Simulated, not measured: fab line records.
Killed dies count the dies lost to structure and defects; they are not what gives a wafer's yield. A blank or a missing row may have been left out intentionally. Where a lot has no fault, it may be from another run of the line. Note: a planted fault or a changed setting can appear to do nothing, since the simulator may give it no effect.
Matching of chambers    flow gf180mcu    3 sister chambers for GF_V5_CMP_04 on cmp-02
The step polishes SiO2. 14 wafers are shown with their chamber, then 6 later ones without.

== WAFERS WITH THEIR CHAMBER ==
wafer   chamber  motor current A (A)  edge zone pressure frac
L585.3  3        14.0                 0.997
L585.4  1        13.9                 0.997
L585.6  0        13.1                 1.004
L590.3  1        13.3                 0.998
L590.4  0        12.3                 0.998
L590.6  1        13.8                 1.000
L597.1  0        12.8                 1.000
L597.3  3        13.7                 1.008
L597.5  0        12.8                 0.997
L599.1  3        13.5                 0.990
L599.2  1        12.9                 1.001
L599.3  0        13.3                 1.004
L600.3  1        13.3                 1.000
L600.4  3        12.6                 1.003

SIGNATURES, as means of the wafers listed above
reading                  chamber 0  chamber 1  chamber 3  scatter within a chamber
motor current A          12.860     13.440     13.450     0.461
edge zone pressure frac  1.00060    0.99920    0.99950    0.00462
Rule: a wafer's distance from a chamber is the root of the sum, over the readings, of the square of ((its reading less the chamber's mean) divided by the reading's scatter). The wafer belongs to the nearest chamber; if the next one is less than 2 further off, it can't be placed. The scatter: take each reading less its chamber's mean, square it, sum over the shown wafers, divide by the number of wafers less the number of chambers, and take the root.

== WAFERS WITHOUT THEIR CHAMBER ==
wafer   motor current A (A)  edge zone pressure frac
L600.6  13.9                 1.007
L601.1  13.2                 0.999
L601.2  13.0                 1.009
L601.5  14.1                 1.005
L605.2  12.5                 0.992
L605.6  13.6                 1.001

== EACH ONE'S CHAMBER ==
wafer   from the rows above           in truth
L600.6  can't be placed: 3 or 1 or 0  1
L601.1  can't be placed: 1 or 3 or 0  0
L601.2  can't be placed: 0 or 3 or 1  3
L601.5  can't be placed: 3 or 1 or 0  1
L605.2  can't be placed: 0 or 1 or 3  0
L605.6  can't be placed: 3 or 1 or 0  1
Placed correctly: 0 of 6. These rows do not allow placing 6 (true chamber among the candidates in 6). Number placed wrongly: 0.
